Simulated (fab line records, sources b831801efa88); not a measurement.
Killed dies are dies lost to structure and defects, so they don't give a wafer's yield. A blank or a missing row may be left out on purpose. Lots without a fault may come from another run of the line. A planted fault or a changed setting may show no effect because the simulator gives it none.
fab line records | flow gf180mcu
record lots=14 wafers=42 last_day=34
route steps=602 shown V1@349 M2@373
lots that met no fault: from a run of the same line without faults
start_h: hours from the record's first day to the start of the lot's first wafer shown | wait_h: hours since the lot's step before | " the same as in the row above | L1.1+2: a row that stands for several wafers | - no value, or no start given | * or withheld: withheld | < > ~ a bound
route shown NAME@n: a module of which the file shows steps, and the number in the route of the first | usual: mean/standard deviation of fault-free wafers | same: alike in all rows | chamber/n: place in a boat | sites: the reading at each site | _std_site: their standard deviation | _edge_site: outer sites' mean less inner sites' | radius_mm: how far each site lies from the wafer's centre | mask NAME#n: copy n | behind: the tool/chamber that last shaped the wafer | hold: why the lot was held/for how many hours/how that ended | device: the transistor (n, p or np) that didn't switch | end of line: the same wafers' tests at the end of the route | a step without rows: its recipe alone | killed: dies lost to structure and defects at the first sort, not the wafer's yield | map: a wafer's dies, x killed, . not, _ none there
set.NAME: the setting as run; set.NAME@STEP: as run at that earlier step | model.NAME: the simulator's own value behind a step, which no gauge read
steps of the route over a sample of lots; a table a step, a row a wafer
services: from which hour (start_h, from the record's first day; less than 0 if before it) a tool's chamber was out of use, for how many hours, and why
## steps
# step GF_V1_CD_MEAS_14
# recipe target_cd_nm=260
# usual cd_nm=259.7/1.4
# columns lot.wafer tool chamber start_h wait_h cd_nm
L533.1 cd_sem-01 - 426.46 0.1 261.7
L533.2 " - " " 261.8
L533.4 " - " " 260.0
L535.1 cd_sem-02 - 441.16 0.1 258.7
L535.2 " - " " 258.6
L535.3 " - " " 259.3
L542.1 cd_sem-01 - 515.41 0.1 259.8
L542.4 " - " " 261.2
L542.5 " - " " 261.2
L543.2 cd_sem-02 - 522.22 0.1 260.7
L543.4 " - " " 260.9
L543.6 " - " " 259.3
L544.1 cd_sem-01 - 525.41 0.1 260.3
L544.4 " - " " 261.0
L544.6 " - " " 259.6
L545.2 cd_sem-01 - 531.75 0.1 257.2
L545.3 " - " " 256.8
L545.5 " - " " 257.4
L546.3 cd_sem-02 - 537.90 0.1 260.7
L546.5 " - " " 260.1
L546.6 " - " " 262.5
L548.2 cd_sem-01 - 561.03 0.1 259.4
L548.3 " - " " 258.2
L548.4 " - " " 259.5
L547.1 cd_sem-01 - 563.46 0.1 259.9
L547.3 " - " " 260.1
L547.6 " - " " 259.1
L549.2 cd_sem-01 - 573.00 0.1 259.7
L549.4 " - " " 258.6
L549.5 " - " " 258.5
L550.3 cd_sem-02 - 573.72 0.1 258.9
L550.4 " - " " 259.5
L550.5 " - " " 259.8
L552.1 cd_sem-01 - 589.48 0.2 260.6
L552.3 " - " " 260.3
L552.4 " - " " 260.8
L553.1 cd_sem-02 - 594.23 0.1 260.7
L553.3 " - " " 259.7
L553.4 " - " " 259.8
L555.1 cd_sem-01 - 605.98 0.1 258.7
L555.2 " - " " 257.6
L555.6 " - " " 259.8
# step GF_V1_STRIP_18
# recipe chemistry=O2/N2 power_w=1400 pressure_mtorr=1500 platen_temp_c=250 o2_flow_sccm=3000 n2_flow_sccm=300 overash_fraction=0.5
# usual drypump_motor_current_A=5.6/0.37 heater_power_w=346/18 n2_flow_sccm=299.9/1 oes_product_au=0.592/0.0044
# columns lot.wafer tool chamber start_h wait_h drypump_motor_current_A heater_power_w n2_flow_sccm oes_product_au rf_hours_counter_h
L533.1 plasma_asher-03 0 426.74 - 5.6 391 300.2 0.590 67
L533.2 " 1 " " 5.7 340 300.6 0.584 67
L533.4 " 1 " " 5.7 349 299.7 0.595 -
L535.1 plasma_asher-01 0 441.44 - 4.8 324 300.8 0.592 1
L535.2 " 1 " " 5.9 341 300.9 0.592 1
L535.3 " 1 " " 5.9 352 300.1 0.594 -
L542.1 plasma_asher-03 1 515.69 - 5.7 342 297.5 0.586 76
L542.4 " 0 " " 5.6 389 298.0 0.592 -
L542.5 " 1 " " 5.7 348 297.7 0.598 -
L543.2 plasma_asher-01 0 522.48 - 4.8 336 300.0 0.586 9
L543.4 " 1 " " 5.9 342 300.3 0.587 -
L543.6 " 0 " " 4.8 344 299.9 0.587 -
L544.1 plasma_asher-03 1 525.69 - 5.7 349 301.5 0.593 77
L544.4 " 0 " " 5.6 382 298.5 0.593 -
L544.6 " 1 " " 5.7 336 301.0 0.595 -
L545.2 plasma_asher-04 1 532.02 - 5.7 325 300.7 0.601 88
L545.3 " 1 " " 5.7 328 299.4 0.590 -
L545.5 " 0 " " 5.8 357 299.1 0.590 -
L546.3 plasma_asher-04 1 538.18 - 5.8 331 300.8 0.589 -
L546.5 " 0 " " 5.8 338 300.8 0.590 -
L546.6 " 1 " " 5.8 336 301.5 0.593 -
L548.2 plasma_asher-01 0 561.29 - 4.8 337 299.7 0.593 13
L548.3 " 1 " " 5.9 350 299.1 0.584 -
L548.4 " 0 " " 4.8 343 300.1 0.593 -
L547.1 plasma_asher-01 1 563.81 - 5.9 349 299.8 0.594 14
L547.3 " 0 " " 4.8 331 300.2 0.595 -
L547.6 " 1 " " 5.9 351 300.5 0.589 -
L549.2 plasma_asher-04 1 573.27 - 5.8 323 299.2 0.594 92
L549.4 " 1 " " 5.7 322 299.7 0.591 -
L549.5 " 1 " " 5.7 338 299.7 0.599 -
L550.3 plasma_asher-03 0 574.00 - 5.6 398 299.2 0.589 -
L550.4 " 1 " " 5.7 351 300.1 0.595 -
L550.5 " 1 " " 5.7 350 299.3 0.592 -
L552.1 plasma_asher-04 0 589.76 - 5.8 349 300.8 0.589 94
L552.3 " 1 " " 5.7 316 300.4 0.598 -
L552.4 " 0 " " 5.8 346 300.6 0.593 -
L553.1 plasma_asher-01 0 594.52 - 4.8 334 298.6 0.593 17
L553.3 " 0 " " 4.8 333 299.8 0.593 -
L553.4 " 1 " " 5.9 345 298.3 0.593 -
L555.1 plasma_asher-04 0 606.27 - 5.8 345 299.5 0.593 95
L555.2 " 1 " " 5.7 327 302.5 0.598 95
L555.6 " 0 " " 5.8 356 299.4 0.594 -
# step GF_M2_EXPOSE_11
# recipe mask_id=Metal2 target_cd_nm=280 na=0.68 source_shape=conventional sigma_outer=0.6 dose_mj=28
# usual exposure_dose_mJ_cm2=27.982/0.029 focus_offset_nm=0.1/0.55
# columns lot.wafer tool chamber start_h wait_h mask exposure_dose_mJ_cm2 focus_offset_nm
L533.1 krf_scanner-01 0 440.41 - Metal2#0 27.982 0.5
L533.2 " 0 " " Metal2#0 27.980 0.0
L533.4 " 0 " " Metal2#0 27.945 0.6
L535.1 krf_scanner-01 0 455.22 - Metal2#0 27.970 -0.8
L535.2 " 0 " " Metal2#0 27.948 -0.5
L535.3 " 0 " " Metal2#0 27.967 0.2
L542.1 krf_scanner-02 - 528.93 - Metal2#0 - -
L542.4 " - " " Metal2#0 - -
L542.5 " - " " Metal2#0 - -
L543.2 krf_scanner-01 - 535.38 - Metal2#0 - -
L543.4 " - " " Metal2#0 - -
L543.6 " - " " Metal2#0 - -
L544.1 krf_scanner-02 0 538.52 - Metal2#0 27.998 0.5
L544.4 " 0 " " Metal2#0 27.986 -0.2
L544.6 " 0 " " Metal2#0 27.994 -0.2
L545.2 krf_scanner-01 0 545.64 - Metal2#0 27.953 1.2
L545.3 " 0 " " Metal2#0 27.936 0.5
L545.5 " 0 " " Metal2#0 27.939 -0.1
L546.3 krf_scanner-01 0 550.96 - Metal2#0 27.977 -0.1
L546.5 " 0 " " Metal2#0 27.984 0.6
L546.6 " 0 " " Metal2#0 27.969 0.6
L548.2 krf_scanner-01 0 574.30 - Metal2#0 27.991 -0.5
L548.3 " 0 " " Metal2#0 27.972 -0.2
L548.4 " 0 " " Metal2#0 27.982 0.4
L547.1 krf_scanner-01 0 576.00 - Metal2#0 28.052 1.2
L547.3 " 0 " " Metal2#0 28.034 0.3
L547.6 " 0 " " Metal2#0 28.019 0.4
L549.2 krf_scanner-02 0 584.98 - Metal2#0 28.004 0.1
L549.4 " 0 " " Metal2#0 28.022 -0.2
L549.5 " 0 " " Metal2#0 28.028 -0.2
L550.3 krf_scanner-01 0 586.43 - Metal2#0 27.956 0.9
L550.4 " 0 " " Metal2#0 27.964 0.0
L550.5 " 0 " " Metal2#0 27.980 1.6
L552.1 krf_scanner-02 0 601.83 - Metal2#0 27.995 0.5
L552.3 " 0 " " Metal2#0 27.976 -0.1
L552.4 " 0 " " Metal2#0 27.977 -0.7
L553.1 krf_scanner-01 0 606.39 - Metal2#0 27.986 -0.2
L553.3 " 0 " " Metal2#0 27.943 0.0
L553.4 " 0 " " Metal2#0 27.940 -0.6
L555.1 krf_scanner-01 0 618.87 - Metal2#0 27.944 0.9
L555.2 " 0 " " Metal2#0 27.932 -0.1
L555.6 " 0 " " Metal2#0 27.898 1.2
# step GF_M2_CD_MEAS_14
# recipe target_cd_nm=280
# usual cd_nm=279.8/1.1
# columns lot.wafer tool chamber start_h wait_h cd_nm
L533.1 cd_sem-02 - 452.90 0.1 279.9
L533.2 " - " " 279.9
L533.4 " - " " 279.9
L535.1 cd_sem-01 - 467.37 0.1 278.4
L535.2 " - " " 279.3
L535.3 " - " " 278.8
L542.1 cd_sem-02 - 540.00 0.1 -
L542.4 " - " " -
L542.5 " - " " -
L543.2 cd_sem-02 - 546.87 0.1 -
L543.4 " - " " -
L543.6 " - " " -
L544.1 cd_sem-01 - 549.67 0.1 278.5
L544.4 " - " " 278.3
L544.6 " - " " 279.4
L545.2 cd_sem-01 - 555.50 0.1 280.0
L545.3 " - " " 278.9
L545.5 " - " " 280.4
L546.3 cd_sem-02 - 561.12 0.1 278.2
L546.5 " - " " 278.6
L546.6 " - " " 280.1
L548.2 cd_sem-01 - 584.25 0.1 279.9
L548.3 " - " " 278.4
L548.4 " - " " 279.9
L547.1 cd_sem-02 - 586.62 0.1 280.7
L547.3 " - " " 280.8
L547.6 " - " " 280.8
L549.2 cd_sem-01 - 595.20 0.1 281.2
L549.4 " - " " 280.3
L549.5 " - " " 280.4
L550.3 cd_sem-01 - 597.06 0.1 280.2
L550.4 " - " " 279.8
L550.5 " - " " 280.8
L552.1 cd_sem-01 - 612.42 0.1 278.3
L552.3 " - " " 278.9
L552.4 " - " " 278.6
L553.1 cd_sem-01 - 617.34 0.1 280.9
L553.3 " - " " 282.3
L553.4 " - " " 280.6
L555.1 cd_sem-01 - 628.37 0.1 280.8
L555.2 " - " " 280.5
L555.6 " - " " 280.4
## services
# columns tool chamber start_h hours kind
plasma_asher-03 - 409.65 0.9 repair
plasma_asher-01 - 421.25 9.0 pm
plasma_asher-01 0 421.25 9.0 vent_cycle
plasma_asher-01 1 421.25 9.0 vent_cycle
krf_scanner-02 - 427.72 0.8 pm
plasma_asher-01 0 430.25 - clean
plasma_asher-01 1 430.25 - clean
krf_scanner-02 - 443.22 1.3 pm
plasma_asher-04 - 449.85 1.2 repair
plasma_asher-03 - 452.78 1.8 repair
krf_scanner-01 - 510.03 1.0 pm
krf_scanner-02 - 527.86 1.0 pm
krf_scanner-02 - 533.80 3.8 repair
krf_scanner-01 - 537.55 1.3 pm
krf_scanner-01 - 548.91 0.8 pm
plasma_asher-01 - 554.40 2.9 repair
plasma_asher-04 - 561.60 0.8 repair
krf_scanner-01 - 566.82 4.0 pm
krf_scanner-01 - 595.82 0.7 repair
krf_scanner-02 - 596.54 0.8 pm
## key
first_sign step=GF_M2_EXPOSE_11 reading=tool_record direction=missing
effect none on later readings
met_at GF_M2_EXPOSE_11
struck_lots L542,L543
later_rows_left_out L542.1,L542.4,L542.5,L543.2,L543.4,L543.6
sort_left_out L542.1,L542.4,L542.5,L543.2,L543.4,L543.6
not_acting_at GF_V1_CD_MEAS_14,GF_V1_STRIP_18,GF_M2_CD_MEAS_14
onset_between 455.22 528.93
fault kind=skipped_step_whole tool=krf_scanner-01,krf_scanner-02 chamber=- onset_h=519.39 steps=GF_M2_EXPOSE_11 scope=struck_lots_only
# sort_left_out: the simulated sort isn't trusted on such a fault, so these wafers' sort isn't shown, and their yield isn't known
# later_rows_left_out: the simulator's readings of these wafers behind a module that went badly wrong aren't trusted and aren't shown, but for the sort
